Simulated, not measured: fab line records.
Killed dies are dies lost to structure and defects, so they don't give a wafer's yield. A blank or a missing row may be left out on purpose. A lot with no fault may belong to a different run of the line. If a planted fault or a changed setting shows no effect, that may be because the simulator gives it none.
Matching of chambers | flow sky130 | SKY_VIA2_CMP_24 on cmp-02 has 4 sister chambers
The step polishes, stops on SiO2, t overpolish 20 s, target thk 0 nm. 4 wafers are shown with their chamber, then 12 later ones without.

## WAFERS PAIRED WITH THEIR CHAMBERS
wafer  | chamber | motor_current_A (A)
L085.1 | 2       | 11.0
L085.6 | 1       | 10.8
L088.2 | 3       | 13.4
L088.6 | 0       | 10.2

## WAFERS WHOSE CHAMBER IS MISSING
wafer  | motor_current_A (A)
L090.1 | 10.2
L090.2 | 14.3
L090.6 | 9.9
L090.3 | 12.4
L090.4 | 11.2
L090.5 | 10.2
L093.1 | 9.8
L093.3 | 11.5
L093.6 | 10.8
L094.2 | 11.2
L094.3 | 12.8
L094.6 | 10.0

## CHAMBER TAKEN BY EACH
wafer  | from the rows above          | in truth
L090.1 | can't be placed: 0 or 1 or 2 | 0
L090.2 | 3                            | 3
L090.6 | can't be placed: 0 or 1 or 2 | 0
L090.3 | can't be placed: 3 or 2 or 1 | 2
L090.4 | can't be placed: 2 or 1 or 0 | 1
L090.5 | can't be placed: 0 or 1 or 2 | 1
L093.1 | can't be placed: 0 or 1 or 2 | 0
L093.3 | can't be placed: 2 or 1 or 0 | 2
L093.6 | can't be placed: 1 or 2 or 0 | 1
L094.2 | can't be placed: 2 or 1 or 0 | 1
L094.3 | 3                            | 3
L094.6 | can't be placed: 0 or 1 or 2 | 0
2 of 12 placed correctly. From these rows, 10 cannot be placed; in 10 the true chamber is one of the candidates. Placed wrongly: 0.
How it was worked out, from the rows above alone: a wafer's distance from a chamber is the root of the sum, over the readings, of the square of ((its reading less the chamber's mean) divided by the reading's scatter). The wafer belongs to the nearest chamber; if the next one is less than 2 further off, it can't be placed. A chamber's mean is the mean of its shown wafers. The scatter: root of mean squared gap, hidden wafer to nearest shown wafer, with one shown wafer a chamber.
